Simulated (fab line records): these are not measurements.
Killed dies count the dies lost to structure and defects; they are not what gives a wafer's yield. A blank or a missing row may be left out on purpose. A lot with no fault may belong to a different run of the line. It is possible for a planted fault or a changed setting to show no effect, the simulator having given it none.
Comparing a struck lot with a sound one :: flow gf180mcu :: 17 out of 602 route steps
Sound: wafers L384.2, L384.4, L384.5. Struck: wafer L399.2 (left out: L399.1, L399.4 of the same lot, which were not struck); the cause appears at the end.
For every step that has rows: the tool of each side, followed by ch and its chambers, followed by its first start. Under that, the readings that differ: sound wafers :: struck wafers :: difference of the means :: sigmas: that difference in standard deviations of wafers without a fault.
alike: a reading whose means differ by less than 2 such deviations, as well as words and numbers matching on both sides. not compared: withheld readings; readings where some wafer has no value; bounds like >300 that might hide an equal value; numbers whose values overlap and for which the record gives no deviation.
The two part at a step that has a row with sigmas, a row that says differs or no value, or rows on one side only. When numbers do not overlap yet have no deviation, they are printed without sigmas and do not part them. A reading that every wafer of one side lacks parts them only if that side has two wafers or more.

first, 4 steps without rows for these wafers: GF_M1_SOFTBAKE_10 (time 60 s); GF_M1_EXPOSE_11 (exposes mask Metal1, target cd 230 nm); GF_M1_PEB_12 (peb time 90 s); GF_M1_DEVELOP_13 (develop time 60 s).
GF_M1_CD_MEAS_14: the cd target is 230 nm.
  sound: cdSem-01 at day 19 00:47; struck: cdSem-02 at day 24 05:28
  alike: cdNm
GF_M1_OVL_MEAS_15:
  sound: overlay-01 at day 19 00:53; struck: overlay-01 at day 24 05:35
  alike: M1_OVL
GF_M1_METAL_ETCH_16: etches the open film in Cl2/BCl3, stops on SiO2, target depth 750.8 nm, time 125.1 s.
  sound on rieMetal-02 ch 0,1, day 19 00:55; struck on rieMetal-02 ch 1, day 24 05:37
  alike: drypumpMotorCurrentA, oesProductAu, throttleValvePct
  not compared: rfHoursCounterH
GF_M1_STRIP_17: strips in O2/N2.
  sound on plasmaAsher-02 ch 1, day 19 01:02; struck on plasmaAsher-02 ch 1, day 24 05:44
reading: stripTimeToEndpointS (s)
sound: 7.49 7.38 7.49
struck: 7.28
difference: -0.17
sigmas: -3
  alike: drypumpMotorCurrentA, heaterPowerW, o2FlowSccm, oesProductAu
  not compared: rfHoursCounterH
then, 3 steps without rows for these wafers: GF_M1_STRIP_18 (strips in post etch residue remover, time 1200 s); GF_M1_CLEAN_19 (cleans in DIW); GF_V1_CVD_00 (deposits SiO2, target thk 600 nm, time 100 s).
GF_V1_THK_MEAS_01:
  sound: filmMetro-02 at day 19 01:40; struck: filmMetro-02 at day 24 06:21
  alike: V1_CVD_00_THK
GF_V1_CVD_02: deposits SiO2 from TEOS, target thk 850 nm, time 94.851 s.
  sound on pecvd-03 ch 0,1,2, day 19 01:43; struck on pecvd-01 ch 1, day 24 06:25
reading: model.SiO2_of_V1_CVD_02.thkNm (nm)
sound: 850.1 848.9 877.4
struck: 799.5
difference: -59.3
sigmas: 
  alike: heaterPowerW
GF_V1_THK_MEAS_03:
  sound: filmMetro-03 at day 19 01:47; struck: filmMetro-04 at day 24 06:42
reading: V1_CVD_02_THK (nm)
sound: 850 849 877
struck: 800
difference: -59
sigmas: -5
  not compared: hold
GF_V1_CMP_04: polishes SiO2.
  sound on cmp-02 ch 0,1,3, day 19 01:50; struck on cmp-02 ch 3, day 24 08:51
reading: hold
sound: - - -
struck: awaitDispo/2.1h/release
difference: no value on the sound wafers
sigmas: 

reading: timeToEndpointS (s)
sound: 79 82 93
struck: 59
difference: -26
sigmas: -4
  alike: motorCurrentA, platenRpm
GF_V1_BOW_MEAS_05:
  sound: filmMetro-02 at day 19 02:10; struck: filmMetro-02 at day 24 09:09
  alike: V1_BOW
-- the record jumps here: 10 days lie between the struck wafers' starts before and after (it left off in module V1 and takes up again in module PASSIVATION, whose first step shown is number 602 of the route) --
GF_PASSIVATION_PROBE_99:
  only the struck wafers here have rows in the record (prober-01, day 34 07:49); the sound ones have none

== WHERE THEY PART ==
At GF_M1_STRIP_17 first; at GF_PASSIVATION_PROBE_99 last (within this record only).

WHY: the cause the simulator had injected
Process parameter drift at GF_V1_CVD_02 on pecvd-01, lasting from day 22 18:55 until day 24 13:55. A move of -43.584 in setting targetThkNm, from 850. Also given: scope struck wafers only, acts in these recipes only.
